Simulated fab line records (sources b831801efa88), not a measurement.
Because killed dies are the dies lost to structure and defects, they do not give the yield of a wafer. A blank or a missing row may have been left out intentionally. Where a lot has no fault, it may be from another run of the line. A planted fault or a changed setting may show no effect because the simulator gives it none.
The tool behind it: which one? ; flow gf180mcu ; 14 lots with 42 wafers sampled at 5 steps, on a route of 602 steps

WHAT THE GAUGES READ, wafer by wafer
GF_STI_CD_MEAS_12: the cd target is 220 nm.
lot;measured;on;cd_nm (nm)
L224;day 3 01:14;cd_sem-02;219.5 219.0 220.9
L225;day 3 03:20;cd_sem-02;221.9 221.8 222.6
L226;day 3 07:57;cd_sem-01;221.6 221.2 221.0
L227;day 3 12:54;cd_sem-01;219.2 221.1 220.5
L229;day 3 23:08;cd_sem-01;221.3 222.1 221.1
L235;day 5 08:33;cd_sem-02;221.6 222.2 221.0
L236;day 5 11:53;cd_sem-02;218.1 219.7 218.6
L237;day 5 18:02;cd_sem-01;219.9 218.8 218.5
L238;day 5 21:57;cd_sem-02;220.0 219.5 220.4
L239;day 6 03:13;cd_sem-01;218.4 218.6 219.6
L240;day 6 08:58;cd_sem-01;219.3 219.7 219.5
L241;day 6 13:18;cd_sem-01;219.3 219.7 220.5
L242;day 6 18:19;cd_sem-02;220.9 221.0 221.2
L243;day 7 00:13;cd_sem-02;216.8 218.0 216.5

GF_STI_THK_MEAS_30.
lot;measured;on;STI_OXIDATION_02_THK (nm)
L224;day 3 06:55;film_metro-03;9.58 9.78 9.73
L225;day 3 08:23;film_metro-01;9.54 9.70 9.59
L226;day 3 13:36;film_metro-02;9.93 10.24 10.24
L227;day 3 17:18;film_metro-03;9.83 9.77 9.77
L229;day 4 04:25;film_metro-03;9.79 9.71 9.75
L235;day 5 14:05;film_metro-01;9.55 9.48 9.60
L236;day 5 18:12;film_metro-02;9.70 9.85 9.84
L237;day 5 22:59;film_metro-02;9.97 9.95 9.98
L238;day 6 02:55;film_metro-03;9.64 9.81 9.75
L239;day 6 08:43;film_metro-03;9.79 9.74 9.86
L240;day 6 13:20;film_metro-03;9.63 9.48 9.66
L241;day 6 17:43;film_metro-03;9.86 9.83 9.85
L242;day 6 22:56;film_metro-01;9.96 9.95 9.96
L243;day 7 04:34;film_metro-02;10.10 9.93 9.81

GF_VT_IMPLANT_TW_MEAS_10.
lot;measured;on;VT_IMPLANT_TW
L224;day 6 19:31;film_metro-04;571 571 571
L225;day 6 20:44;film_metro-03;567 568 566
L226;day 7 03:58;film_metro-04;594 592 587 591 592 592
L227;day 7 08:40;film_metro-01;577 580 581
L229;day 7 22:01;film_metro-03;589 592 591 592 591 593
L235;day 9 15:44;film_metro-03;566 565 567
L236;day 9 21:55;film_metro-04;564 566 567
L237;day 10 00:46;film_metro-04;571 566 569
L238;day 10 07:06;film_metro-04;570 568 572
L239;day 10 15:08;film_metro-04;568 569 571
L240;day 10 19:41;film_metro-04;569 572 571
L241;day 11 00:34;film_metro-01;559 557 555
L242;day 11 06:10;film_metro-04;568 564 571
L243;day 11 13:31;film_metro-04;566 568 567

GF_VT_IMPLANT_OVL_MEAS_29.
lot;measured;on;VT_IMPLANT_02_OVL (nm)
L224;day 8 03:10;overlay-02;-0.5 -1.9 0.2
L225;day 8 04:02;overlay-01;-0.9 0.7 -0.3
L226;day 8 12:56;overlay-02;4.1 2.0 3.1
L227;day 8 16:43;overlay-02;-1.7 -0.5 -1.9
L229;day 9 07:34;overlay-01;0.4 -1.1 0.0
L235;day 11 03:04;overlay-01;-0.2 -2.3 -1.2
L236;day 11 09:44;overlay-02;-2.0 -2.0 -3.9
L237;day 11 12:28;overlay-01;2.1 3.4 0.3
L238;day 11 18:25;overlay-02;-0.5 -1.6 -1.7
L239;day 12 04:19;overlay-02;-1.1 -2.9 -1.6
L240;day 12 09:01;overlay-01;1.6 -0.6 0.7
L241;day 12 14:37;overlay-01;-2.6 -1.9 -1.8
L242;day 12 19:07;overlay-01;0.3 1.1 0.4
L243;day 13 04:32;overlay-01;1.9 1.9 2.5

WHICH TOOL RAN EACH LOT (tool, then ch and the chambers of the sampled wafers, then the start)
lot;GF_VT_IMPLANT_IMPLANT_08
L224;implanter-02 ch 0, day 6 19:16
L225;implanter-02 ch 0, day 6 20:29
L226;implanter-02 ch 0, day 7 03:44
L227;implanter-02 ch 0, day 7 08:25
L229;implanter-02 ch 0, day 7 21:46
L235;implanter-03 ch 0, day 9 15:31
L236;implanter-04 ch 0, day 9 21:41
L237;implanter-04 ch 0, day 10 00:31
L238;implanter-04 ch 0, day 10 06:52
L239;implanter-04 ch 0, day 10 14:53
L240;implanter-04 ch 0, day 10 19:26
L241;implanter-03 ch 0, day 11 00:19
L242;implanter-02 ch 0, day 11 05:55
L243;implanter-03 ch 0, day 11 13:17
- GF_VT_IMPLANT_IMPLANT_08

WHAT THE TOOLS THEMSELVES READ (means of the sampled wafers that have a number; where no wafer has one, the mark that the record gives instead)
GF_VT_IMPLANT_IMPLANT_08.
lot;tool;beam_on_s (s);faraday_current_uA
L224;implanter-02;9.99;46.8
L225;implanter-02;10.07;46.3
L226;implanter-02;10.95;42.6
L227;implanter-02;11.22;41.7
L229;implanter-02;11.12;42.2
L235;implanter-03;10.08;46.4
L236;implanter-04;10.21;45.9
L237;implanter-04;10.02;46.6
L238;implanter-04;9.89;47.3
L239;implanter-04;9.82;47.5
L240;implanter-04;10.02;46.7
L241;implanter-03;9.97;46.9
L242;implanter-02;10.10;46.3
L243;implanter-03;9.88;47.3

THE ANSWER, worked out from the rows above alone
Rule: the lots themselves supply what counts as usual. The widest of any qualifying gaps counts: lots, ordered by their means at a reading, are off when they make up no more than a third of the lots, leave a main group of 4 or more, and stand apart from it by 3 or more times the standard deviation of that group's means. The tables above print the reading to a certain number of digits; a main group whose means all agree to those digits is not used. Also off: a lot with no number at a reading for which 4 or more lots have one. Where the step has rows for the other lots, those lots are counted as sound. After the gauges, taken in route order, come the tools' own readings; for these a lot's mean is taken, as printed above. At the first step where some lot is off, the reading lying furthest off is the one used; lots without a number count as furthest.
Off: L226, L227, L229 (GF_VT_IMPLANT_IMPLANT_08, faraday_current_uA). For the main group the mean is 46.7 and the standard deviation 0.47.
If a tool, at that step or one of the process steps before it, ran each lot that is off and ran no sound lot following the first of them, it fits. Of those tried, none fits.

WHAT THE SIMULATOR HAD INSERTED
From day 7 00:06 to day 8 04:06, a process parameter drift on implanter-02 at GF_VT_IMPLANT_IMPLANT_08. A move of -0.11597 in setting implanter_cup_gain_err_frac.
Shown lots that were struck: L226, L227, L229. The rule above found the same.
